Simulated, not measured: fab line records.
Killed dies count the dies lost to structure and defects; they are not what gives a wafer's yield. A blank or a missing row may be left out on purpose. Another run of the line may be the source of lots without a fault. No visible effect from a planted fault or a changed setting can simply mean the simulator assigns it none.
fab line records | flow sky130
record lots=6 wafers=18 last-day=50
route steps=708 shown METAL2@490 PAD_OPEN@708
lots that met no fault: taken from a fault-free run of the same line
start-h: start of the lot's first displayed wafer, in hours after the record's first day | wait-h: how many hours have passed since the lot's step before this one | " repeats the value in the row above | L1.1+2: a single row standing in for several wafers | - no value present, or no start provided | * or withheld: withheld | < > ~ a bound
route shown NAME@n: NAME is a module with steps in the file, n the number in the route of the first one | usual: the fault-free wafers' mean and standard deviation | same: alike in all rows | chamber/n: place in a boat | sites: the reading at each site | _std_site: their standard deviation | _edge_site: mean of outer sites minus mean of inner sites | radius-mm: how far each site lies from the wafer's centre | mask NAME#n: copy n | behind: the most recent tool/chamber to have shaped the wafer | hold: reason for holding the lot/hours on hold/outcome of the hold | device: names the non-switching transistor (n, p or np) | end of line: tests run on the same wafers once the route is complete | a step without rows: its recipe alone | killed: dies that structure and defects cost at the first sort, which is not the same as the wafer's yield | map: per-die view of a wafer (x killed, . not killed, _ where there is no die)
set.NAME: the run value of the setting; set.NAME@STEP: its run value at that earlier step | model.NAME: the simulator's own value behind a step, which no gauge read
a table for each step, a row for each wafer; lots at some steps of the route
## steps
# step SKY_METAL2_DEHYDRATE_07
# recipe temp-c=200 time-s=60
# step SKY_METAL2_HMDS_08
# recipe prime-time-s=60 prime-temp-c=120
# step SKY_METAL2_COAT_09
# recipe resist=BARC temp-c=withheld time-s=withheld spin-rpm=3000 resist-thk-nm=60
# step SKY_METAL2_COAT_10
# recipe resist=KrF-thick spin-rpm=3000 resist-thk-nm=450
# step SKY_METAL2_SOFTBAKE_11
# recipe temp-c=100 time-s=90 resist=KrF-thick
# step SKY_METAL2_EXPOSE_12
# recipe mask-id=MM2 na=0.8 source-shape=annular sigma-inner=0.55 sigma-outer=0.85 target-cd-nm=140 dose-mj=28
# step SKY_METAL2_PEB_13
# recipe peb-temp-c=withheld peb-time-s=withheld resist=KrF-thick
# step SKY_METAL2_DEVELOP_14
# recipe develop-time-s=60 resist=KrF-thick dev-temp-c=21
# step SKY_METAL2_CD_MEAS_15
# recipe target-cd-nm=140
# usual cd-nm=139.8/1.8
# columns lot.wafer tool chamber start-h wait-h cd-nm
L334.1 cd-sem-02 - 859.80 - 140.6
L334.2 " - " " 139.8
L334.3 " - " " 140.2
L337.1 cd-sem-01 - 885.05 - 142.0
L337.2 " - " " 140.8
L337.4 " - " " 140.6
L339.2 cd-sem-01 - 897.27 - 141.4
L339.3 " - " " 142.6
L339.5 " - " " 141.4
L341.1 cd-sem-02 - 913.20 - 141.1
L341.2 " - " " 140.3
L341.4 " - " " 141.7
L346.3 cd-sem-02 - 949.89 - 142.8
L346.4 " - " " 141.5
L346.5 " - " " 141.3
L352.2 cd-sem-01 - 986.18 - 141.6
L352.3 " - " " 142.8
L352.4 " - " " 142.5
# step SKY_METAL2_OVL_MEAS_16
# usual METAL2_OVL=1/7.6
# columns lot.wafer tool chamber start-h wait-h METAL2_OVL[nm]
L334.1 overlay-02 - 859.92 0.1 2
L334.2 " - " " -10
L334.3 " - " " 3
L337.1 overlay-01 - 885.17 0.1 -5
L337.2 " - " " -11
L337.4 " - " " -16
L339.2 overlay-01 - 897.38 0.1 -1
L339.3 " - " " 0
L339.5 " - " " 2
L341.1 overlay-02 - 913.32 0.1 7
L341.2 " - " " 6
L341.4 " - " " 2
L346.3 overlay-01 - 949.98 0.1 1
L346.4 " - " " 4
L346.5 " - " " 0
L352.2 overlay-01 - 986.29 0.1 -2
L352.3 " - " " -1
L352.4 " - " " -1
# step SKY_METAL2_DESCUM_17
# recipe chemistry=O2 source-power-w=150 bias-power-w=0 pressure-mtorr=10 temp-c=40 time-s=8
# usual drypump-motor-current-A=5.5/0.39 oes-product-au=0.999/0.0084
# columns lot.wafer tool chamber start-h wait-h drypump-motor-current-A oes-product-au rf-hours-counter-h
L334.1 rie-metal-04 0 859.96 0.0 6.0 1.002 1
L334.2 " 1 " " 5.8 1.002 4
L334.3 " 0 " " 6.0 1.003 -
L337.1 rie-metal-03 1 885.21 0.0 5.1 0.994 12
L337.2 " 0 " " 5.4 1.019 15
L337.4 " 1 " " 5.1 1.000 -
L339.2 rie-metal-03 1 897.41 0.0 5.1 0.992 12
L339.3 " 1 " " 5.1 0.988 -
L339.5 " 0 " " 5.4 1.010 -
L341.1 rie-metal-03 1 913.36 0.0 5.1 0.984 13
L341.2 " 0 " " 5.4 1.016 16
L341.4 " 1 " " 5.1 0.989 -
L346.3 rie-metal-04 1 950.02 0.0 5.8 1.000 -
L346.4 " 0 " " 6.0 0.993 -
L346.5 " 1 " " 5.8 0.991 -
L352.2 rie-metal-04 0 986.32 0.0 6.0 1.001 8
L352.3 " 1 " " 5.8 0.997 -
L352.4 " 0 " " 6.0 0.995 -
# step SKY_METAL2_ETCH_18
# recipe chemistry=N2/H2 target=BARC ion-energy-ev=200 bias-w=100 pressure-mtorr=30 n2-flow-sccm=100 h2-flow-sccm=200 icp-w=500 stop-on=SiO2 time-s=45.9 target-depth-a=600
# usual drypump-motor-current-A=5.5/0.4 oes-product-au=0.855/0.0051 run-length-s=74.0/0.33 throttle-valve-pct=13.223/0.0092
# columns lot.wafer tool chamber start-h wait-h drypump-motor-current-A oes-product-au rf-hours-counter-h run-length-s throttle-valve-pct
L334.1 rie-metal-04 0 859.99 0.0 6.0 0.852 1 74.2 13.217
L334.2 " 1 " " 5.8 0.851 4 73.7 13.216
L334.3 " 0 " " 6.0 0.849 - 74.7 13.231
L337.1 rie-metal-03 1 885.24 0.0 5.1 0.859 12 73.4 13.214
L337.2 " 0 " " 5.4 0.859 15 74.2 13.227
L337.4 " 1 " " 5.1 0.866 - 73.8 13.224
L339.2 rie-metal-03 1 897.44 0.0 5.1 0.856 12 73.8 13.216
L339.3 " 1 " " 5.1 0.847 - 73.3 13.227
L339.5 " 0 " " 5.4 0.857 - 74.2 13.217
L341.1 rie-metal-03 1 913.39 0.0 5.1 0.854 13 73.5 13.225
L341.2 " 0 " " 5.4 0.858 16 75.0 13.224
L341.4 " 1 " " 5.1 0.848 - 73.3 13.223
L346.3 rie-metal-04 1 950.06 0.0 5.8 0.849 - 74.2 13.224
L346.4 " 0 " " 6.0 0.864 - 73.8 13.232
L346.5 " 1 " " 5.8 0.856 - 74.4 13.232
L352.2 rie-metal-04 0 986.35 0.0 5.9 0.857 8 74.1 13.224
L352.3 " 1 " " 5.8 0.859 - 73.7 13.221
L352.4 " 0 " " 5.9 0.854 - 74.1 13.214
# step SKY_METAL2_METAL_ETCH_19
# recipe target-depth-a=3600 stop-on=SiO2 over-etch-frac=0.3 time-s=78 chemistry=Cl2/BCl3 resist-sidewall-deg=88 pressure-mtorr=10 icp-w=900 bias-w=48.5 Cl2_flow_sccm=60 bcl3-flow-sccm=30
# usual bcl3-flow-sccm=30.00/0.087 drypump-motor-current-A=5.5/0.39 oes-product-au=0.856/0.0061 run-length-s=106.1/0.34 throttle-valve-pct=22.266/0.0088
# columns lot.wafer tool chamber start-h wait-h bcl3-flow-sccm drypump-motor-current-A oes-product-au rf-hours-counter-h run-length-s throttle-valve-pct model.KrF-thick_of_METAL2_COAT_10.thk-nm model.METAL2.cd-nm model.SiO2_of_VIA1_HDPCVD_00.thk-nm
L334.1 rie-metal-04 0 860.05 0.0 30.01 5.9 0.857 1 106.1 22.267 162.6 139 331.1
L334.2 " 1 " " 29.90 5.8 0.848 4 106.1 22.269 162.6 139.5 331.4
L334.3 " 0 " " 30.09 6.0 0.848 - 106.2 22.265 162 140.3 331.4
L337.1 rie-metal-03 1 885.30 0.0 29.89 5.1 0.865 12 105.9 22.259 164.1 141.8 329.5
L337.2 " 0 " " 29.98 5.4 0.860 15 106.5 22.258 156.3 138.7 329.5
L337.4 " 1 " " 29.95 5.1 0.854 - 105.8 22.266 164.9 140.5 329.6
L339.2 rie-metal-03 1 897.50 0.0 29.99 5.1 0.996 12 90.0 22.264 208.3 146.1 332.5
L339.3 " 1 " " 30.10 5.1 0.994 - 89.9 22.255 207.5 150.1 332.4
L339.5 " 0 " " 29.93 5.4 0.861 - 106.6 22.272 150.9 142.4 330.6
L341.1 rie-metal-03 1 913.45 0.0 30.14 5.1 0.985 13 90.1 22.259 208.9 147.1 330.9
L341.2 " 0 " " 30.05 5.4 0.867 16 106.7 22.279 153.1 139.5 328.4
L341.4 " 1 " " 30.02 5.1 0.994 - 90.3 22.280 208.7 146.9 331.9
L346.3 rie-metal-04 1 950.13 0.1 29.86 5.8 0.847 - 106.0 22.271 156.8 143.2 330.7
L346.4 " 0 " " 29.94 5.9 0.850 - 106.3 22.265 158.4 141.2 330.8
L346.5 " 1 " " 29.98 5.8 0.849 - 105.9 22.279 157.8 141.5 330.9
L352.2 rie-metal-04 0 986.42 0.0 29.85 6.0 0.850 8 106.2 22.258 163.6 140.8 331.1
L352.3 " 1 " " 30.01 5.7 0.850 - 106.4 22.236 161.4 141.5 330.7
L352.4 " 0 " " 29.84 6.0 0.851 - 106.1 22.270 162.8 141.5 329.9
# step SKY_METAL2_STRIP_20
# recipe chemistry=O2/N2 power-w=1400 pressure-mtorr=1500 platen-temp-c=withheld o2-flow-sccm=3000 n2-flow-sccm=300 overash-fraction=0.5
# usual drypump-motor-current-A=5.51/0.24 oes-product-au=0.343/0.0049 strip-time-to-endpoint-s=2.71/0.037
# columns lot.wafer tool chamber start-h wait-h drypump-motor-current-A oes-product-au rf-hours-counter-h strip-time-to-endpoint-s
L334.1 plasma-asher-03 0 860.14 0.1 5.57 0.350 73 2.75
L334.2 " 1 " " 5.69 0.344 73 2.75
L334.3 " 1 " " 5.72 0.344 - 2.73
L337.1 plasma-asher-04 1 885.39 0.1 5.38 0.341 14 2.75
L337.2 " 0 " " 5.12 0.335 14 2.67
L337.4 " 0 " " 5.10 0.346 - 2.78
L339.2 plasma-asher-03 1 897.59 0.1 5.71 0.365 77 3.23
L339.3 " 1 " " 5.73 0.369 - 3.23
L339.5 " 0 " " 5.61 0.341 - 2.61
L341.1 plasma-asher-03 1 913.54 0.1 5.72 0.374 79 3.26
L341.2 " 0 " " 5.62 0.333 79 2.61
L341.4 " 0 " " 5.59 0.362 - 3.23
L346.3 plasma-asher-03 0 950.23 0.1 5.60 0.343 - 2.68
L346.4 " 1 " " 5.71 0.333 - 2.69
L346.5 " 0 " " 5.59 0.343 - 2.69
L352.2 plasma-asher-03 1 986.51 0.1 5.72 0.341 86 2.76
L352.3 " 1 " " 5.71 0.339 - 2.73
L352.4 " 0 " " 5.60 0.343 - 2.75
# step SKY_METAL2_STRIP_21
# recipe chemistry=post-etch-residue-remover time-s=1200 temp-c=72.5
# step SKY_PAD_OPEN_PROBE_99
# columns lot.wafer tool chamber start-h wait-h model.etest.met2.width-nm model.etest.met2-comb.leak-log10-a-um model.etest.met2.line-ohm-um
L334.1 prober-02 - 1108.07 0.1 142.4 -12.08 0.9099
L334.2 prober-02 - 1108.12 0.1 137.8 -12.06 0.9505
L334.3 prober-02 - 1108.17 0.2 140 -12.02 0.9297
L337.1 prober-01 - 1127.28 0.1 140.9 -12.01 0.9012
L337.2 prober-01 - 1127.33 0.1 139.2 -12.23 0.9038
L337.4 prober-01 - 1127.43 0.2 140.3 -11.91 0.9132
L339.2 prober-02 - 1136.82 0.1 143.4 -8.019 0.8899
L339.3 prober-02 - 1136.87 0.2 148.6 -8.217 0.864
L339.5 prober-02 - 1136.97 0.2 142.2 -12.18 0.9015
L341.1 prober-02 - 1148.47 0.1 144.7 -7.889 0.8785
L341.2 prober-02 - 1148.52 0.1 137.2 -11.93 0.9344
L341.4 prober-02 - 1148.62 0.2 145.7 -7.651 0.8651
L346.3 prober-01 - 1173.95 0.2 142.4 -12.05 0.9071
L346.4 prober-01 - 1174.00 0.2 142.5 -12.12 0.9123
L346.5 prober-01 - 1174.05 0.2 140 -12.09 0.9208
L352.2 prober-01 - 1197.95 0.1 142.8 -12.15 0.921
L352.3 prober-01 - 1198.00 0.2 145.2 -11.97 0.8985
L352.4 prober-01 - 1198.05 0.2 145.8 -12.01 0.8824
# killed by level:class
L334.1 CONTACT:geometric-particle:open=8 METAL2:geometric-particle:short=7 VIA1:geometric-particle:open=7 METAL1:geometric-particle:short=6 VIA2:geometric-particle:open=6 METAL4:geometric-particle:short=5 LI_CONTACT:geometric-particle:open=5 FIELD_ISO:geometric-particle:short=4
L334.2 VIA1:geometric-particle:open=10 CONTACT:geometric-particle:open=6 METAL2:geometric-particle:short=6 VIA2:geometric-particle:open=6 FIELD_ISO:geometric-particle:open=5 LI_CONTACT:geometric-particle:short=5 LI_CONTACT:geometric-particle:open=5 LOCAL_INTERCONNECT:geometric-particle:short=4
L334.3 VIA1:geometric-particle:open=11 METAL1:geometric-particle:short=7 VIA1:geometric-particle:short=6 CONTACT:geometric-particle:open=5 FIELD_ISO:geometric-particle:open=5 LI_CONTACT:geometric-particle:open=5 CONTACT:geometric-particle:short=5 VIA3:geometric-particle:short=4
L337.1 VIA1:geometric-particle:open=12 CONTACT:geometric-particle:open=9 METAL1:geometric-particle:short=7 FIELD_ISO:geometric-particle:open=6 LI_CONTACT:geometric-particle:short=5 LOCAL_INTERCONNECT:geometric-particle:short=4 CONTACT:geometric-particle:short=4 FIELD_ISO:geometric-particle:short=3
L337.2 VIA1:geometric-particle:open=21 LI_CONTACT:geometric-particle:open=8 VIA1:geometric-particle:short=7 VIA3:geometric-particle:open=6 CONTACT:geometric-particle:open=6 CONTACT:geometric-particle:short=6 POLY_GATE:geometric-particle:short=3 METAL1:geometric-particle:short=3
L337.4 VIA1:geometric-particle:open=13 VIA1:geometric-particle:short=9 LI_CONTACT:geometric-particle:open=8 METAL1:geometric-particle:short=7 CONTACT:geometric-particle:open=6 VIA2:geometric-particle:open=6 VIA3:geometric-particle:open=6 CONTACT:geometric-particle:short=5
L346.3 VIA1:geometric-particle:open=13 METAL2:geometric-particle:short=12 CONTACT:geometric-particle:open=8 POLY_GATE:geometric-particle:short=6 LOCAL_INTERCONNECT:geometric-particle:short=6 VIA3:geometric-particle:open=6 FIELD_ISO:geometric-particle:short=5 CONTACT:geometric-particle:short=5
L346.4 FIELD_ISO:geometric-particle:short=10 VIA1:geometric-particle:open=9 FIELD_ISO:geometric-particle:open=8 VIA3:geometric-particle:open=8 CONTACT:geometric-particle:open=7 LI_CONTACT:geometric-particle:open=7 VIA2:geometric-particle:open=5 POLY_GATE:geometric-particle:short=4
L346.5 CONTACT:geometric-particle:open=16 VIA1:geometric-particle:open=11 VIA2:geometric-particle:open=7 POLY_GATE:geometric-particle:short=4 CONTACT:geometric-particle:short=4 VIA1:geometric-particle:short=4 VIA3:geometric-particle:short=4 FIELD_ISO:geometric-particle:short=3
L352.2 METAL2:geometric-particle:short=11 VIA1:geometric-particle:open=8 LOCAL_INTERCONNECT:geometric-particle:short=7 METAL1:geometric-particle:short=6 CONTACT:geometric-particle:open=6 CONTACT:geometric-particle:short=5 VIA2:geometric-particle:open=5 VIA3:geometric-particle:open=5
L352.3 VIA1:geometric-particle:open=10 CONTACT:geometric-particle:open=8 METAL2:geometric-particle:short=8 METAL1:geometric-particle:short=7 METAL3:geometric-particle:short=6 FIELD_ISO:geometric-particle:open=5 VIA3:geometric-particle:open=5 VIA2:geometric-particle:open=5
L352.4 VIA1:geometric-particle:open=9 LI_CONTACT:geometric-particle:open=8 METAL2:geometric-particle:short=7 FIELD_ISO:geometric-particle:short=6 POLY_GATE:geometric-particle:short=6 CONTACT:geometric-particle:open=6 VIA2:geometric-particle:open=6 VIA3:geometric-particle:open=5
## key
first-sign step=SKY_METAL2_METAL_ETCH_19 reading=run-length-s direction=down sigmas=48 usual=* struck=*
effect step=SKY_METAL2_METAL_ETCH_19 reading=oes-product-au direction=up sigmas=23 usual=0.856 struck=0.992
effect step=SKY_METAL2_STRIP_20 reading=strip-time-to-endpoint-s direction=up sigmas=14 usual=* struck=*
model-effect step=SKY_METAL2_METAL_ETCH_19 value=KrF-thick_of_METAL2_COAT_10.thk-nm without=162.7 struck=208.3
model-effect step=SKY_PAD_OPEN_PROBE_99 value=etest.met2.width-nm without=140.2 struck=145.6
met-at SKY_METAL2_METAL_ETCH_19
struck-wafers L339.2,L339.3,L341.1,L341.4
sort-left-out L339.2,L339.3,L341.1,L341.4
onset-between 885.30 897.50
fault kind=process-parameter-drift tool=rie-metal-03 chamber=1 onset-h=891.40 steps=SKY_METAL2_METAL_ETCH_19 channel=time-s offset=* shape=step end-h=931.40 acts-in=* stated=*
# sort-left-out: the simulated sort isn't trusted on such a fault, so these wafers' sort isn't shown, and their yield isn't known
